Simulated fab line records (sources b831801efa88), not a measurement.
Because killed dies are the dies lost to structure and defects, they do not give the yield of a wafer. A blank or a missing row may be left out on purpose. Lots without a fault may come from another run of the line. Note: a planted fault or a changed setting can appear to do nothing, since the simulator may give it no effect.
fab line records	flow gf180mcu
[record] lots = 5	wafers = 23
route steps=602 shown M3@411 V3@451 V4@476 M5@530 V5@540 TOP_METAL@571
start_h: start of the lot's first displayed wafer, in hours after the record's first day	wait_h: hours elapsed since this lot's preceding step	" the same as in the row above	L1.1+2: a row that stands for several wafers	- either no value or no given start	* or withheld: withheld	< > ~ a bound
route shown NAME@n: names a module that has steps shown in the file, with the first one's number in the route	usual: the fault-free wafers' mean and standard deviation	same: alike in all rows	chamber/n: place in a boat	sites: readings site by site	_std_site: standard deviation across them	_edge_site: mean of outer sites minus mean of inner sites	radius_mm: how far each site lies from the wafer's centre	mask NAME#n: copy n	behind: the most recent tool/chamber to have shaped the wafer	hold: reason for holding the lot/hours on hold/outcome of the hold	device: whichever transistor did not switch (one of n, p or np)	end of line: the route-end tests of the same wafers	a step with no rows: only its recipe	killed: dies that structure and defects cost at the first sort, which is not the same as the wafer's yield	map: shows each die of a wafer: x if killed, . if not, _ if none is there
set.NAME: setting as actually run; set.NAME@STEP: the setting as run at that earlier step	model.NAME: the simulator's own value behind a step, which no gauge read
lots run with intentionally changed settings; tables by step, rows by wafer
[[steps]]
[step GF_M3_SPUTTER_02]
[recipe] material = AlCu	target_thk_nm = 450	power_w = 10600	time_s = 23.9	chamber_pressure_pa = 0.4
lot.wafer	tool	chamber	start_h	wait_h	set.power_w	model.AlCu_of_M3_SPUTTER_02.thk_nm
L074.1	pvd_sputter-02	-	475.83	0.0	10600	446.8
L074.2	"	-	"	"	10600	449.3
L074.4	"	-	"	"	10600	447.2
L074.5	"	-	"	"	10600	444.5
L074.6	"	-	"	"	10600	452.7
L077.1	pvd_sputter-02	-	496.65	0.0	10600	441.5
L077.2	"	-	"	"	11580	483.6
L077.4	"	-	"	"	10600	446.5
L077.5	"	-	"	"	11580	480.4
L077.6	"	-	"	"	11580	488.3
L079.1	pvd_sputter-01	-	515.57	0.0	10600	442.4
L079.3	"	-	"	"	10600	437.1
L079.6	"	-	"	"	10600	438
L078.1	pvd_sputter-02	-	518.36	0.0	10600	449
L078.2	"	-	"	"	11050	469.1
L078.4	"	-	"	"	11050	464.3
L078.5	"	-	"	"	10600	449.5
L078.6	"	-	"	"	10600	442.5
L084.1	pvd_sputter-01	-	556.40	0.0	10600	451.5
L084.2	"	-	"	"	11350	476.7
L084.3	"	-	"	"	10600	452.2
L084.5	"	-	"	"	11350	477.6
L084.6	"	-	"	"	11350	482.2
[step GF_M3_SPUTTER_03]
[recipe] material = Ti	target_thk_nm = 10	substrate_temp_c = 300	chamber_pressure_pa = 0.3	power_w = 3000	time_s = 6.7
[step GF_M3_SPUTTER_04]
[recipe] material = TiN	target_thk_nm = 50	power_w = 6500	time_s = 41.7	chamber_pressure_pa = 0.4
[step GF_M3_RS_MEAS_05]
[recipe] thk_meas_gauge = four-point-probe	reads = TiN_of_M3_SPUTTER_04+Ti_of_M3_SPUTTER_03+AlCu_of_M3_SPUTTER_02+TiN_of_M3_SPUTTER_01+Ti_of_M3_SPUTTER_00
[usual] M3_ALCU_RS = 0.0698/0.0009
lot.wafer	tool	chamber	start_h	wait_h	set.power_w@M3_SPUTTER_02	M3_ALCU_RS[ohm/sq]
L074.1	film_metro-02	-	475.92	0.0	10600	0.0700
L074.2	"	-	"	"	10600	0.0697
L074.4	"	-	"	"	10600	0.0700
L074.5	"	-	"	"	10600	0.0705
L074.6	"	-	"	"	10600	0.0691
L077.1	film_metro-01	-	496.74	0.0	10600	0.0708
L077.2	"	-	"	"	11580	0.0646
L077.4	"	-	"	"	10600	0.0699
L077.5	"	-	"	"	11580	0.0650
L077.6	"	-	"	"	11580	0.0639
L079.1	film_metro-01	-	515.66	0.0	10600	0.0706
L079.3	"	-	"	"	10600	0.0715
L079.6	"	-	"	"	10600	0.0713
L078.1	film_metro-02	-	518.45	0.0	10600	0.0697
L078.2	"	-	"	"	11050	0.0669
L078.4	"	-	"	"	11050	0.0676
L078.5	"	-	"	"	10600	0.0698
L078.6	"	-	"	"	10600	0.0709
L084.1	film_metro-02	-	556.49	0.0	10600	0.0694
L084.2	"	-	"	"	11350	0.0658
L084.3	"	-	"	"	10600	0.0693
L084.5	"	-	"	"	11350	0.0657
L084.6	"	-	"	"	11350	0.0649
[step GF_M3_THK_MEAS_06]
[recipe] thk_meas_gauge = xrf	reads = AlCu_of_M3_SPUTTER_02
[usual] M3_ALCU_THK = 454/6.7
lot.wafer	tool	chamber	start_h	wait_h	set.power_w@M3_SPUTTER_02	M3_ALCU_THK[nm]
L074.1	film_metro-02	-	476.04	0.1	10600	449
L074.2	"	-	"	"	10600	451
L074.4	"	-	"	"	10600	448
L074.5	"	-	"	"	10600	447
L074.6	"	-	"	"	10600	457
L077.1	film_metro-01	-	496.86	0.1	10600	444
L077.2	"	-	"	"	11580	492
L077.4	"	-	"	"	10600	453
L077.5	"	-	"	"	11580	485
L077.6	"	-	"	"	11580	494
L079.1	film_metro-01	-	515.78	0.1	10600	444
L079.3	"	-	"	"	10600	440
L079.6	"	-	"	"	10600	440
L078.1	film_metro-02	-	518.57	0.1	10600	455
L078.2	"	-	"	"	11050	474
L078.4	"	-	"	"	11050	470
L078.5	"	-	"	"	10600	455
L078.6	"	-	"	"	10600	449
L084.1	film_metro-02	-	556.61	0.1	10600	457
L084.2	"	-	"	"	11350	481
L084.3	"	-	"	"	10600	456
L084.5	"	-	"	"	11350	483
L084.6	"	-	"	"	11350	489
[step GF_V3_SPUTTER_22]
[recipe] material = TiN	target_thk_nm = 10	chamber_pressure_pa = 5	power_w = 4000	time_s = 40
lot.wafer	tool	chamber	start_h	wait_h	set.time_s	model.TiN_of_V3_SPUTTER_22.thk_nm
L074.1	pvd_sputter-01	-	526.01	0.0	36.41	9.093
L074.2	"	-	"	"	36.41	9.063
L074.4	"	-	"	"	40	9.829
L074.5	"	-	"	"	40	9.843
L074.6	"	-	"	"	40	9.916
L077.1	pvd_sputter-01	-	544.84	0.0	45.8	11.27
L077.2	"	-	"	"	45.8	11.32
L077.4	"	-	"	"	45.8	11.2
L077.5	"	-	"	"	40	9.876
L077.6	"	-	"	"	40	9.933
L079.1	pvd_sputter-02	-	564.05	0.0	40	9.756
L079.3	"	-	"	"	40	9.843
L079.6	"	-	"	"	40	9.852
L078.1	pvd_sputter-01	-	566.16	0.0	40	9.658
L078.2	"	-	"	"	40	9.687
L078.4	"	-	"	"	40	9.873
L078.5	"	-	"	"	44.04	10.86
L078.6	"	-	"	"	44.04	10.75
L084.1	pvd_sputter-01	-	601.18	0.0	40	9.874
L084.2	"	-	"	"	40	9.795
L084.3	"	-	"	"	42.36	10.38
L084.5	"	-	"	"	42.36	10.42
L084.6	"	-	"	"	42.36	10.5
[step GF_V4_CVD_00]
[recipe] material = SiO2	target_thk_nm = 600	sigma_open_frac = 0.3	temp_c = 400	time_s = 100	sih4_flow_sccm = 60	pressure_mtorr = 6
lot.wafer	tool	chamber	start_h	wait_h	set.sih4_flow_sccm	model.SiO2_of_V4_CVD_00.thk_nm
L074.1	hdpcvd-02	2	550.48	0.0	60	600.5
L074.2	"	0	"	"	60	608.3
L074.4	"	2	"	"	60	602.5
L074.5	"	1	"	"	60	599.8
L074.6	"	0	"	"	60	604.7
L077.1	hdpcvd-02	2	568.17	0.0	51.22	513.6
L077.2	"	1	"	"	60	603.5
L077.4	"	0	"	"	60	607.1
L077.5	"	1	"	"	51.22	516
L077.6	"	2	"	"	60	604.1
L079.1	hdpcvd-01	2	587.54	0.0	60	603.5
L079.3	"	1	"	"	60	599
L079.6	"	1	"	"	60	592
L078.1	hdpcvd-01	0	589.78	0.0	60	612.1
L078.2	"	2	"	"	60	608.1
L078.4	"	0	"	"	60	608.2
L078.5	"	2	"	"	60	608.4
L078.6	"	1	"	"	60	607.6
L084.1	hdpcvd-01	2	623.88	0.0	60	606.6
L084.2	"	0	"	"	60	597.2
L084.3	"	1	"	"	60	604.1
L084.5	"	0	"	"	66.27	670.9
L084.6	"	1	"	"	66.27	658.4
[step GF_V4_THK_MEAS_01]
[recipe] reads = SiO2_of_V4_CVD_00
[usual] V4_CVD_00_THK = 604/5.2
lot.wafer	tool	chamber	start_h	wait_h	set.sih4_flow_sccm@V4_CVD_00	V4_CVD_00_THK[nm]
L074.1	film_metro-02	-	550.55	0.0	60	600
L074.2	"	-	"	"	60	609
L074.4	"	-	"	"	60	603
L074.5	"	-	"	"	60	599
L074.6	"	-	"	"	60	605
L077.1	film_metro-03	-	568.24	0.0	51.22	513
L077.2	"	-	"	"	60	604
L077.4	"	-	"	"	60	608
L077.5	"	-	"	"	51.22	515
L077.6	"	-	"	"	60	604
L079.1	film_metro-02	-	587.61	0.0	60	603
L079.3	"	-	"	"	60	599
L079.6	"	-	"	"	60	592
L078.1	film_metro-01	-	589.85	0.0	60	612
L078.2	"	-	"	"	60	608
L078.4	"	-	"	"	60	608
L078.5	"	-	"	"	60	608
L078.6	"	-	"	"	60	608
L084.1	film_metro-03	-	623.95	0.0	60	607
L084.2	"	-	"	"	60	597
L084.3	"	-	"	"	60	603
L084.5	"	-	"	"	66.27	671
L084.6	"	-	"	"	66.27	658
[step GF_V4_COAT_09]
[recipe] resist = KrF	spin_rpm = withheld	resist_thk_nm = 1000
lot.wafer	tool	chamber	start_h	wait_h	set.resist_thk_nm	model.KrF_of_V4_COAT_09.thk_nm
L074.1	litho_track-03	0	-	-	1000	999.1
L074.2	"	0	"	"	1000	999.9
L074.4	"	0	"	"	1038	1038
L074.5	"	0	"	"	1000	996.4
L074.6	"	0	"	"	1038	1037
L077.1	litho_track-04	0	-	-	940.1	936.1
L077.2	"	0	"	"	940.1	939.1
L077.4	"	0	"	"	1000	997.1
L077.5	"	0	"	"	1000	994.3
L077.6	"	0	"	"	940.1	935.5
L079.1	litho_track-03	0	-	-	1000	999.6
L079.3	"	0	"	"	1000	1002
L079.6	"	0	"	"	1000	997.3
L078.1	litho_track-03	0	-	-	1022	1022
L078.2	"	0	"	"	1022	1020
L078.4	"	0	"	"	1000	996.2
L078.5	"	0	"	"	1000	995.7
L078.6	"	0	"	"	1022	1019
L084.1	litho_track-02	0	-	-	1000	1004
L084.2	"	0	"	"	1059	1060
L084.3	"	0	"	"	1059	1062
L084.5	"	0	"	"	1059	1059
L084.6	"	0	"	"	1000	1003
[step GF_V4_SOFTBAKE_10]
[recipe] temp_c = 129.1	time_s = 60	resist = KrF
[step GF_V4_EXPOSE_11]
[recipe] mask_id = Via4	target_cd_nm = 260	na = 0.68	source_shape = conventional	sigma_outer = 0.6	dose_mj = 38
[step GF_V4_PEB_12]
[recipe] peb_temp_c = 135	peb_time_s = 90	resist = KrF
[step GF_V4_DEVELOP_13]
[recipe] develop_time_s = 60	resist = KrF	dev_temp_c = 21
[step GF_V4_CD_MEAS_14]
[recipe] target_cd_nm = 260
[usual] cd_nm = 259.8/1.1
lot.wafer	tool	chamber	start_h	wait_h	set.resist_thk_nm@V4_COAT_09	cd_nm
L074.1	cd_sem-01	-	573.07	0.1	1000	259.9
L074.2	"	-	"	"	1000	258.6
L074.4	"	-	"	"	1038	257.7
L074.5	"	-	"	"	1000	259.5
L074.6	"	-	"	"	1038	258.2
L077.1	cd_sem-01	-	589.62	0.1	940.1	262.9
L077.2	"	-	"	"	940.1	262.0
L077.4	"	-	"	"	1000	258.8
L077.5	"	-	"	"	1000	259.9
L077.6	"	-	"	"	940.1	262.1
L079.1	cd_sem-02	-	608.46	0.1	1000	259.1
L079.3	"	-	"	"	1000	257.8
L079.6	"	-	"	"	1000	259.4
L078.1	cd_sem-01	-	611.51	0.1	1022	259.4
L078.2	"	-	"	"	1022	259.1
L078.4	"	-	"	"	1000	259.1
L078.5	"	-	"	"	1000	260.6
L078.6	"	-	"	"	1022	260.2
L084.1	cd_sem-02	-	644.27	0.1	1000	261.2
L084.2	"	-	"	"	1059	257.9
L084.3	"	-	"	"	1059	258.5
L084.5	"	-	"	"	1059	258.7
L084.6	"	-	"	"	1000	260.1
[step GF_V4_ETCH_17]
[recipe] chemistry = C4F8/O2/Ar	mask_material = KrF	target = SiO2	stop_on = TiN	source_w = 1500	bias_w = 1200	pressure_mtorr = 40	c4f8_flow_sccm = withheld	O2_flow_sccm = 6	Ar_flow_sccm = 300	time_s = withheld	target_depth_a = 6300
lot.wafer	tool	chamber	start_h	wait_h	set.source_w
L074.1+5+6	rie_diel-02	2,1,2	-	-	1500
L074.2+4	"	3,0	"	"	1617
L077.1+2+4+5+6	rie_diel-04	3,0,1,1,2	-	-	1500
L079.1+3+6	rie_diel-01	2,0,2	-	-	1500
L078.1+2+4+5+6	rie_diel-01	0,2,0,2,3	-	-	1500
L084.1+5	rie_diel-01	3,2	-	-	1500
L084.2+3+6	"	0,1,1	"	"	1631
[step GF_V4_STRIP_18]
[recipe] chemistry = O2/N2	power_w = 1400	pressure_mtorr = 1500	platen_temp_c = 250	o2_flow_sccm = 3000	n2_flow_sccm = 300	overash_fraction = 0.5
[usual] oes_product_au = 0.593/0.0052
lot.wafer	tool	chamber	start_h	wait_h	set.resist_thk_nm@V4_COAT_09	oes_product_au
L074.1	plasma_asher-03	0	573.35	-	1000	0.588
L074.2	"	1	"	"	1000	0.592
L074.4	"	1	"	"	1038	0.596
L074.5	"	1	"	"	1000	0.594
L074.6	"	0	"	"	1038	0.615
L077.1	plasma_asher-01	0	589.90	-	940.1	0.566
L077.2	"	1	"	"	940.1	0.566
L077.4	"	0	"	"	1000	0.587
L077.5	"	1	"	"	1000	0.589
L077.6	"	0	"	"	940.1	0.566
L079.1	plasma_asher-02	1	608.75	-	1000	0.581
L079.3	"	0	"	"	1000	0.591
L079.6	"	1	"	"	1000	0.594
L078.1	plasma_asher-03	1	611.80	-	1022	0.594
L078.2	"	0	"	"	1022	0.599
L078.4	"	0	"	"	1000	0.591
L078.5	"	1	"	"	1000	0.587
L078.6	"	0	"	"	1022	0.592
L084.1	plasma_asher-03	1	644.55	-	1000	0.595
L084.2	"	0	"	"	1059	0.612
L084.3	"	1	"	"	1059	0.613
L084.5	"	0	"	"	1059	0.619
L084.6	"	1	"	"	1000	0.593
[step GF_M5_EXPOSE_04]
[recipe] mask_id = Metal5	target_cd_nm = 280	na = 0.68	source_shape = conventional	sigma_outer = 0.6	dose_mj = 28
lot.wafer	tool	chamber	start_h	wait_h	mask	set.dose_mj
L074.1+5	krf_scanner-02	0	-	-	Metal5#0	26.14
L074.2+4+6	"	0	"	"	Metal5#0	28
L077.1+4	krf_scanner-02	0	-	-	Metal5#0	29.82
L077.2+5+6	"	0	"	"	Metal5#0	28
L079.1+3+6	krf_scanner-01	0	-	-	Metal5#0	28
L078.1+5+6	krf_scanner-01	0	-	-	Metal5#0	27.34
L078.2+4	"	0	"	"	Metal5#0	28
L084.1+2+3+5+6	krf_scanner-02	0	-	-	Metal5#0	28
[step GF_M5_PEB_05]
[recipe] peb_temp_c = 135	peb_time_s = 90	resist = KrF
lot.wafer	tool	chamber	start_h	wait_h	set.peb_temp_c
L074.1+2+6	litho_track-01	0	-	-	137.4
L074.4+5	"	0	"	"	135
L077.1+5+6	litho_track-04	0	-	-	133.3
L077.2+4	"	0	"	"	135
L079.1+3+6	litho_track-01	0	-	-	135
L078.1+2+4+5+6	litho_track-04	0	-	-	135
L084.1+3+5	litho_track-04	0	-	-	132.4
L084.2+6	"	0	"	"	135
[step GF_M5_DEVELOP_06]
[recipe] develop_time_s = 60	dev_temp_c = 21
[step GF_M5_CD_MEAS_07]
[recipe] target_cd_nm = 280
[usual] cd_nm = 279.8/1.3
lot.wafer	tool	chamber	start_h	wait_h	set.dose_mj@M5_EXPOSE_04	set.peb_temp_c@M5_PEB_05	cd_nm
L074.1	cd_sem-02	-	617.78	0.1	26.14	137.4	286.2
L074.2	"	-	"	"	28	137.4	273.8
L074.4	"	-	"	"	28	135	281.0
L074.5	"	-	"	"	26.14	135	289.6
L074.6	"	-	"	"	28	137.4	274.4
L077.1	cd_sem-02	-	633.31	0.1	29.82	133.3	276.2
L077.2	"	-	"	"	28	135	280.7
L077.4	"	-	"	"	29.82	135	271.3
L077.5	"	-	"	"	28	133.3	286.5
L077.6	"	-	"	"	28	133.3	285.7
L079.1	cd_sem-01	-	649.58	0.1	28	135	280.8
L079.3	"	-	"	"	28	135	279.9
L079.6	"	-	"	"	28	135	280.3
L078.1	cd_sem-02	-	654.01	0.1	27.34	135	282.0
L078.2	"	-	"	"	28	135	277.5
L078.4	"	-	"	"	28	135	276.2
L078.5	"	-	"	"	27.34	135	281.2
L078.6	"	-	"	"	27.34	135	279.8
L084.1	cd_sem-01	-	685.16	0.1	28	132.4	287.8
L084.2	"	-	"	"	28	135	281.5
L084.3	"	-	"	"	28	132.4	289.2
L084.5	"	-	"	"	28	132.4	288.6
L084.6	"	-	"	"	28	135	282.1
[step GF_M5_ETCH_09]
[recipe] chemistry = CF4/O2	target = Si3N4	target_depth_nm = 52	source_w = 800	bias_w = 150	pressure_mtorr = 150	cf4_flow_sccm = 80	O2_flow_sccm = 10	time_s = 11.6
lot.wafer	tool	chamber	start_h	wait_h	set.dose_mj@M5_EXPOSE_04	set.peb_temp_c@M5_PEB_05	model.M5.cd_nm
L074.1	rie_diel-04	1	617.93	0.0	26.14	137.4	286
L074.2	"	2	"	"	28	137.4	273.5
L074.4	"	0	"	"	28	135	280.5
L074.5	"	0	"	"	26.14	135	290
L074.6	"	1	"	"	28	137.4	274
L077.1	rie_diel-02	2	633.46	0.0	29.82	133.3	276.5
L077.2	"	1	"	"	28	135	281.2
L077.4	"	3	"	"	29.82	135	271.5
L077.5	"	0	"	"	28	133.3	286.8
L077.6	"	1	"	"	28	133.3	286.2
L079.1+6	rie_diel-02	0,2	649.73	0.0	28	135	280.9
L079.3	"	1	"	"	28	135	280.7
L078.1	rie_diel-04	1	654.16	0.0	27.34	135	281.7
L078.2	"	0	"	"	28	135	277.9
L078.4	"	2	"	"	28	135	275.9
L078.5	"	1	"	"	27.34	135	281.2
L078.6	"	2	"	"	27.34	135	279.5
L084.1	rie_diel-04	0	685.31	0.0	28	132.4	288.8
L084.2	"	2	"	"	28	135	281.2
L084.3	"	3	"	"	28	132.4	289.4
L084.5	"	2	"	"	28	132.4	289
L084.6	"	3	"	"	28	135	281.6
[step GF_V5_CVD_00]
[recipe] material = SiO2	target_thk_nm = 300	sigma_open_frac = 0.3	temp_c = 400	time_s = 50	sih4_flow_sccm = 60	pressure_mtorr = 6
lot.wafer	tool	chamber	start_h	wait_h	set.sih4_flow_sccm	model.SiO2_of_V5_CVD_00.thk_nm
L074.1	hdpcvd-02	0	618.60	0.0	60	294.8
L074.2	"	2	"	"	60	302.4
L074.4	"	0	"	"	60	296.3
L074.5	"	1	"	"	66.61	333.7
L074.6	"	2	"	"	66.61	337.6
L077.1	hdpcvd-01	1	634.34	0.0	60	299.1
L077.2	"	0	"	"	66.12	328.5
L077.4	"	0	"	"	60	297.8
L077.5	"	1	"	"	66.12	328
L077.6	"	2	"	"	60	298.6
L079.1	hdpcvd-02	0	650.44	0.0	60	300.7
L079.3	"	2	"	"	60	302.2
L079.6	"	2	"	"	60	300.6
L078.1	hdpcvd-02	1	654.86	0.0	60	295.7
L078.2	"	2	"	"	60	300.4
L078.4	"	2	"	"	60	302.2
L078.5	"	1	"	"	60	297
L078.6	"	0	"	"	60	294.8
L084.1	hdpcvd-02	1	686.01	0.0	60	302.7
L084.2	"	0	"	"	60	298.2
L084.3	"	2	"	"	68.69	343.7
L084.5	"	1	"	"	68.69	343.4
L084.6	"	0	"	"	60	298.7
[step GF_V5_THK_MEAS_01]
[recipe] reads = SiO2_of_V5_CVD_00
[usual] V5_CVD_00_THK = 300.2/2.7
lot.wafer	tool	chamber	start_h	wait_h	set.sih4_flow_sccm@V5_CVD_00	V5_CVD_00_THK[nm]
L074.1	film_metro-04	-	618.65	0.0	60	294.8
L074.2	"	-	"	"	60	302.6
L074.4	"	-	"	"	60	296.2
L074.5	"	-	"	"	66.61	333.7
L074.6	"	-	"	"	66.61	337.4
L077.1	film_metro-02	-	634.38	0.0	60	299.3
L077.2	"	-	"	"	66.12	328.8
L077.4	"	-	"	"	60	297.8
L077.5	"	-	"	"	66.12	327.6
L077.6	"	-	"	"	60	298.7
L079.1	film_metro-03	-	650.48	0.0	60	300.5
L079.3	"	-	"	"	60	302.3
L079.6	"	-	"	"	60	300.8
L078.1	film_metro-03	-	654.91	0.0	60	295.5
L078.2	"	-	"	"	60	300.5
L078.4	"	-	"	"	60	302.2
L078.5	"	-	"	"	60	297.0
L078.6	"	-	"	"	60	294.6
L084.1	film_metro-04	-	686.06	0.0	60	302.6
L084.2	"	-	"	"	60	298.1
L084.3	"	-	"	"	68.69	343.5
L084.5	"	-	"	"	68.69	343.4
L084.6	"	-	"	"	60	298.7
[step GF_TOP_METAL_SPUTTER_04]
[recipe] material = TiN	target_thk_nm = 25	power_w = 6500	time_s = 20.8	chamber_pressure_pa = 0.4
lot.wafer	tool	chamber	start_h	wait_h	set.time_s	model.TiN_of_TOP_METAL_SPUTTER_04.thk_nm
L074.1	pvd_sputter-04	-	640.71	0.0	20.8	25.18
L074.2	"	-	"	"	20.8	24.98
L074.4	"	-	"	"	20.8	25.29
L074.5	"	-	"	"	20.8	24.96
L074.6	"	-	"	"	20.8	25.39
L077.1	pvd_sputter-03	-	656.74	0.0	17.85	21.91
L077.2	"	-	"	"	20.8	25.19
L077.4	"	-	"	"	17.85	21.74
L077.5	"	-	"	"	17.85	21.58
L077.6	"	-	"	"	20.8	25.38
L079.1	pvd_sputter-01	-	672.14	0.0	20.8	25.29
L079.3	"	-	"	"	20.8	24.95
L079.6	"	-	"	"	20.8	24.8
L078.1	pvd_sputter-01	-	676.51	0.0	19.54	23.86
L078.2	"	-	"	"	20.8	25.34
L078.4	"	-	"	"	19.54	23.73
L078.5	"	-	"	"	19.54	23.84
L078.6	"	-	"	"	20.8	25
L084.1	pvd_sputter-03	-	706.83	0.0	20.8	24.83
L084.2	"	-	"	"	18.95	22.77
L084.3	"	-	"	"	20.8	24.97
L084.5	"	-	"	"	18.95	22.57
L084.6	"	-	"	"	20.8	25.01
[[key]]
[split] step = GF_M3_SPUTTER_02	setting = power_w	stated = 10600	by = wafer
[response] step = GF_M3_SPUTTER_02	reading = model.AlCu_of_M3_SPUTTER_02.thk_nm	change = +4.2	per = 1%	r = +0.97
[response] step = GF_M3_RS_MEAS_05	reading = M3_ALCU_RS	change = -0.00061	per = 1%	r = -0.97
[response] step = GF_M3_THK_MEAS_06	reading = M3_ALCU_THK	change = +4.31	per = 1%	r = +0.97
[split] step = GF_V3_SPUTTER_22	setting = time_s	stated = 40	by = wafer
[response] step = GF_V3_SPUTTER_22	reading = model.TiN_of_V3_SPUTTER_22.thk_nm	change = +0.096	per = 1%	r = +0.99
[split] step = GF_V4_CVD_00	setting = sih4_flow_sccm	stated = 60	by = wafer
[response] step = GF_V4_CVD_00	reading = model.SiO2_of_V4_CVD_00.thk_nm	change = +6.08	per = 1%	r = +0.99
[response] step = GF_V4_THK_MEAS_01	reading = V4_CVD_00_THK	change = +6.11	per = 1%	r = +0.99
[split] step = GF_V4_COAT_09	setting = resist_thk_nm	stated = 1000	by = wafer
[response] step = GF_V4_COAT_09	reading = model.KrF_of_V4_COAT_09.thk_nm	change = +9.91	per = 1%	r = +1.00
[response] step = GF_V4_CD_MEAS_14	reading = cd_nm	change = -0.412	per = 1%	r = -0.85
[response] step = GF_V4_STRIP_18	reading = oes_product_au	change = +0.00361	per = 1%	r = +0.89
[split] step = GF_V4_ETCH_17	setting = source_w	stated = 1500	by = wafer
response none clear
[split] step = GF_M5_EXPOSE_04	setting = dose_mj	stated = 28	by = wafer
[response] step = GF_M5_CD_MEAS_07	reading = cd_nm	slope = -1.56	per = 1%	together_with = peb_temp_c@M5_PEB_05	explained = 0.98
[response] step = GF_M5_ETCH_09	reading = model.M5.cd_nm	slope = -1.59	per = 1%	together_with = peb_temp_c@M5_PEB_05	explained = 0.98
[split] step = GF_M5_PEB_05	setting = peb_temp_c	stated = 135	by = wafer
[response] step = GF_M5_CD_MEAS_07	reading = cd_nm	slope = -3.45	per = 1%	together_with = dose_mj@M5_EXPOSE_04	explained = 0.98
[response] step = GF_M5_ETCH_09	reading = model.M5.cd_nm	slope = -3.7	per = 1%	together_with = dose_mj@M5_EXPOSE_04	explained = 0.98
[split] step = GF_V5_CVD_00	setting = sih4_flow_sccm	stated = 60	by = wafer
[response] step = GF_V5_CVD_00	reading = model.SiO2_of_V5_CVD_00.thk_nm	change = +3.11	per = 1%	r = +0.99
[response] step = GF_V5_THK_MEAS_01	reading = V5_CVD_00_THK	change = +3.1	per = 1%	r = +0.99
[split] step = GF_TOP_METAL_SPUTTER_04	setting = time_s	stated = 20.8	by = wafer
[response] step = GF_TOP_METAL_SPUTTER_04	reading = model.TiN_of_TOP_METAL_SPUTTER_04.thk_nm	change = +0.248	per = 1%	r = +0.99
